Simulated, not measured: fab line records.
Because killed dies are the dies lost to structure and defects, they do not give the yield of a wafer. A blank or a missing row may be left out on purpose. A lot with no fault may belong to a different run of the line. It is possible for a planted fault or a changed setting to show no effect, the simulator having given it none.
A lot that was struck, set against a sound lot    flow gf180mcu    14 steps out of a route of 602
Sound: wafers L817.3, L817.5, L817.6. Wafers L821.1, L821.2, L821.6 were the ones struck. The cause is given at the end.
Each step with rows lists, per side, the tool, then ch with its chambers, then its first start. Under that, the readings that differ: sound wafers    struck wafers    difference of the means    sigmas: that difference in standard deviations of wafers without a fault.
alike: same words and numbers on both sides, and readings whose means sit less than 2 such deviations apart. not compared: any withheld reading, any reading some wafer has no value for, any bound like >300 that may hide the same value, and any number with overlapping values for which the record gives no deviation.
Wherever a step has rows on one side only, a row that says differs or no value, or a row with sigmas, the two part there. Non-overlapping numbers with no deviation appear without sigmas and do not part them. Lack of a reading on every wafer of one side parts them only where that side has two or more wafers.

GF_STI_THK_MEAS_24:
  sound on film metro-03, day 3 00:10; struck on film metro-03, day 3 20:26
  alike: STI_CVD_23_THK
GF_STI_CMP_25: polishes, stops on Si3N4, t overpolish 33 s, target thk 524.6 nm.
  sound on cmp-01 ch 2,3, day 3 00:15; struck on cmp-01 ch 1,2, day 3 22:06
  alike: motor current A, overpolish run s, platen rpm, slurry filter dp kPa, time to endpoint s
then, 4 steps without rows for these wafers: GF_STI_WET_ETCH_26 (etches SiO2 in dHF, target depth 94 nm, time 188 s); GF_STI_WET_ETCH_27 (etches Si3N4 in H3PO4, target depth 160 nm, time 1825 s); GF_STI_WET_ETCH_28 (etches SiO2 in dHF, target depth 20 nm, time 40 s); GF_STI_OXIDATION_29 (stabilise 600 s, purge 300 s, target thk 10 nm).
GF_STI_THK_MEAS_30:
  sound on film metro-04, day 3 02:31; struck on film metro-04, day 4 01:05
  alike: STI_OXIDATION_02_THK
then, 5 steps without rows for these wafers: GF_DNWELL_DEHYDRATE_00 (time 60 s); GF_DNWELL_HMDS_01 (prime time 60 s); GF_DNWELL_COAT_02 (resist thk 3000 nm); GF_DNWELL_SOFTBAKE_03; GF_DNWELL_EXPOSE_04 (exposes mask DNWELL, target cd 1700 nm).
GF_DNWELL_PEB_05:
  struck on litho track-03, day 4 14:00; sound on litho track-01 ch 0, day 3 15:00
  no value came back on the struck wafers for chill plate temp C (C), exhaust pa (Pa); on the sound wafers chill plate temp C (C) reads 22.91 23.02 22.91
then, 1 step without rows for these wafers: GF_DNWELL_DEVELOP_06 (develop time 60 s).

WHERE THEY PART
Only at GF_DNWELL_PEB_05, within this record.

WHY: what had been put in by the simulator
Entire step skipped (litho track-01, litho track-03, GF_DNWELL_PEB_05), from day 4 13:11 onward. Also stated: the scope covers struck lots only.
